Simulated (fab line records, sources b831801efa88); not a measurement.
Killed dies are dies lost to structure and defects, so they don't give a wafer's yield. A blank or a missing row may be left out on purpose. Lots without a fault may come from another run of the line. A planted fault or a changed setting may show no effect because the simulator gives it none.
Chamber matching | flow gf180mcu | GF_V1_CMP_04 on cmp-01: 4 sister chambers
The step polishes SiO2. 14 wafers are shown with their chamber, then 7 later ones without.

WAFERS WITH THEIR CHAMBER
wafer  | chamber | motor_current_A (A) | edge_zone_pressure_frac | time_to_endpoint_s (s)
L673.3 | 0       | 13.3                | 1.007                   | 76
L673.5 | 3       | 10.3                | 0.998                   | 76
L673.6 | 2       | 12.6                | 1.003                   | 81
L674.2 | 3       | 10.5                | 0.994                   | 75
L674.3 | 0       | 12.9                | 1.005                   | 71
L674.5 | 3       | 10.4                | 0.991                   | 78
L675.4 | 2       | 13.0                | 1.002                   | 82
L675.5 | 2       | 12.2                | 0.999                   | 84
L675.6 | 3       | 11.1                | 1.000                   | 88
L677.1 | 2       | 11.6                | 0.997                   | 72
L677.3 | 1       | 10.9                | 0.998                   | 76
L677.5 | 2       | 12.6                | 1.003                   | 78
L684.2 | 2       | 12.6                | 1.000                   | 73
L684.4 | 3       | 10.6                | 0.995                   | 77

SIGNATURES (means of the wafers above)
reading                 | chamber 0 | chamber 1 | chamber 2 | chamber 3 | scatter within a chamber
motor_current_A         | 13.100    | 10.900    | 12.433    | 10.580    | 0.403
edge_zone_pressure_frac | 1.00600   | 0.99800   | 1.00067   | 0.99560   | 0.00284
time_to_endpoint_s      | 73.50     | 76.00     | 78.33     | 78.80     | 4.95
Rule: a wafer's distance from a chamber is the root of the sum, over the readings, of the square of ((its reading less the chamber's mean) divided by the reading's scatter). The wafer belongs to the nearest chamber; if the next one is less than 2 further off, it can't be placed. The scatter: the root of (the sum of the squares of (reading less its chamber's mean) over the shown wafers, divided by (wafers less chambers)).

WAFERS WITHOUT THEIR CHAMBER
wafer  | motor_current_A (A) | edge_zone_pressure_frac | time_to_endpoint_s (s)
L684.5 | 11.9                | 0.995                   | 77
L687.1 | 10.2                | 0.999                   | 73
L687.5 | 11.9                | 0.998                   | 76
L687.6 | 10.9                | 1.005                   | 78
L695.1 | 10.8                | 0.996                   | 77
L695.2 | 9.7                 | 1.000                   | 77
L695.6 | 10.3                | 1.002                   | 79

WHICH CHAMBER EACH WENT THROUGH
wafer  | from the rows above          | in truth
L684.5 | can't be placed: 2 or 1 or 3 | 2
L687.1 | can't be placed: 1 or 3      | 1
L687.5 | can't be placed: 2 or 1 or 3 | 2
L687.6 | can't be placed: 1 or 3 or 2 | 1
L695.1 | can't be placed: 3 or 1      | 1
L695.2 | can't be placed: 3 or 1      | 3
L695.6 | can't be placed: 1 or 3      | 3
Placed correctly: 0 of 7. Can't be placed from these rows: 7 (the true chamber is among the candidates in 7). Placed wrongly: 0.
